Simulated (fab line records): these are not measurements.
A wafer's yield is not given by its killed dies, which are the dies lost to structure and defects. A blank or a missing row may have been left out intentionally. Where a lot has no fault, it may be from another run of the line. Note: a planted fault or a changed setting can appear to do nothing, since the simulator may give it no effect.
A struck lot beside a sound one :: flow gf180mcu :: 14 out of 602 route steps
Sound: wafers L723.1, L723.2, L723.5. Struck: wafers L719.2, L719.4, L719.5. The cause comes at the end.
At each step with rows: each side's tool, then ch and its chambers, then its first start. Under that, the readings that differ: sound wafers :: struck wafers :: difference of the means :: sigmas: that difference in standard deviations of wafers without a fault.
alike: a reading whose means differ by less than 2 such deviations, as well as words and numbers matching on both sides. not compared: withheld readings; readings where some wafer has no value; bounds like >300 that might hide an equal value; numbers whose values overlap and for which the record gives no deviation.
Wherever a step has rows on one side only, a row that says differs or no value, or a row with sigmas, the two part there. When numbers do not overlap yet have no deviation, they are printed without sigmas and do not part them. A reading missing from all wafers of one side parts the sides only when that side holds two or more wafers.

first, 8 steps without rows for these wafers: GF_V2_DEHYDRATE_06 (time 60 s); GF_V2_HMDS_07 (prime time 60 s); GF_V2_COAT_08; GF_V2_COAT_09 (resist thk 1000 nm); GF_V2_SOFTBAKE_10 (time 60 s); GF_V2_EXPOSE_11 (exposes mask Via2, target cd 260 nm); GF_V2_PEB_12 (peb time 88.49 s); GF_V2_DEVELOP_13 (develop time 60 s).
GF_V2_CD_MEAS_14: the cd target is 260 nm.
  sound on cd sem-01 at day 25 13:33; struck on cd sem-01 at day 24 08:07
reading: cd nm (nm)
sound: 262.9 263.1 261.4
struck: 259.8 257.8 259.4
difference: -3.5
sigmas: -3
GF_V2_OVL_MEAS_15:
  sound on overlay-01 at day 25 13:40; struck on overlay-01 at day 24 08:14
  alike: V2_OVL
GF_V2_ETCH_16: etches BARC in N2/H2.
  sound on rie diel-01 ch 0,2, day 25 13:43; struck on rie diel-03 ch 0,1,3, day 24 08:16
  alike: drypump motor current A, oes product au, throttle valve pct
GF_V2_ETCH_17: etches SiO2 in C4F8/O2/Ar, stops on TiN, target depth 630 nm.
  sound on rie diel-01 ch 0,2; struck on rie diel-03 ch 0,1,3
  alike: oes product au
GF_V2_STRIP_18: strips in O2/N2.
  sound on plasma asher-03 ch 0,1, day 25 13:54; struck on plasma asher-03 ch 0,1, day 24 08:23
  no value came back on the struck wafers for chamber pressure mTorr (mTorr), drypump motor current A (A), heater power w (W), oes product au (a.u.); on the sound wafers chamber pressure mTorr (mTorr) reads 1500.5 1498.5 1497.6
  not compared: rf hours counter h
then, 1 step without rows for these wafers: GF_V2_STRIP_19 (strips in post etch residue remover, time 1200 s).

== WHERE THEY PART ==
Last at GF_V2_STRIP_18 as far as this record goes, first at GF_V2_CD_MEAS_14.

WHY: what the simulator had put in
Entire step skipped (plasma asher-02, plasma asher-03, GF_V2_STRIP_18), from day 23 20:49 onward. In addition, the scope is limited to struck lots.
